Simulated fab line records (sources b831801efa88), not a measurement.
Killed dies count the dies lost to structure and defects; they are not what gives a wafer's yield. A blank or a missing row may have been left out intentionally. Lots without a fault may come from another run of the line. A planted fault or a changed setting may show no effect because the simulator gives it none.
Which tool is to blame? | flow gf180mcu | route of 602 steps, sampled at 1 step: 14 lots, 42 wafers

## WHAT EACH GAUGE READ, for each wafer
GF_M1_CD_MEAS_14 targets a cd of 230 nm.
lot  | measured     | on       | cdNm (nm)
L625 | day 16 20:16 | cdSem-01 | 229.4 227.8 229.4
L626 | day 17 13:53 | cdSem-01 | 230.0 229.3 228.5
L629 | day 18 18:58 | cdSem-02 | 232.4 231.9 232.0
L631 | day 19 19:23 | cdSem-02 | 230.7 230.3 231.8
L633 | day 20 04:06 | cdSem-01 | 231.9 232.8 231.2
L634 | day 20 10:23 | cdSem-01 | 229.5 227.5 229.2
L638 | day 21 21:03 | cdSem-01 | 229.4 232.1 229.7
L640 | day 22 13:56 | cdSem-01 | 229.9 230.3 230.6
L641 | day 22 23:33 | cdSem-02 | 229.8 231.0 230.5
L642 | day 23 05:02 | cdSem-02 | 229.6 229.6 228.4
L645 | day 24 07:41 | cdSem-02 | 230.9 230.8 231.0
L646 | day 24 13:43 | cdSem-02 | 230.9 229.8 229.1
L647 | day 24 19:05 | cdSem-02 | 227.8 229.5 230.6
L648 | day 25 06:34 | cdSem-01 | 229.6 229.4 229.0

## TOOL THAT RAN EACH LOT (tool first, then ch and the chambers of the sampled wafers, then the start)
The record shows no process step preceding these readings.

## AS READ BY THE TOOLS THEMSELVES (means over the sampled wafers that have a number; for cases with no such wafer, the mark the record gives instead)
The record holds no such reading with a usual standard deviation.

## THE ANSWER, worked out from the rows above alone
Rule: the usual values come from the lots themselves. The widest of any qualifying gaps counts: lots, ordered by their means at a reading, are off when they make up no more than a third of the lots, leave a main group of 4 or more, and stand apart from it by 3 or more times the standard deviation of that group's means. Not used: any main group whose means are identical at the precision the tables above print for the reading. Also off: a lot with no number at a reading for which 4 or more lots have one. The other lots that the step has rows for count as sound. Order of review: gauges by route order, followed by the tools' own readings, for which a lot's mean as printed above is used. The first step at which some lot is off is used, and at that step the reading that is off furthest; a lot without a number counts as furthest.
No lot is off on any of the readings shown, so nothing can be concluded from this.

## WHAT HAD BEEN PUT IN BY THE SIMULATOR
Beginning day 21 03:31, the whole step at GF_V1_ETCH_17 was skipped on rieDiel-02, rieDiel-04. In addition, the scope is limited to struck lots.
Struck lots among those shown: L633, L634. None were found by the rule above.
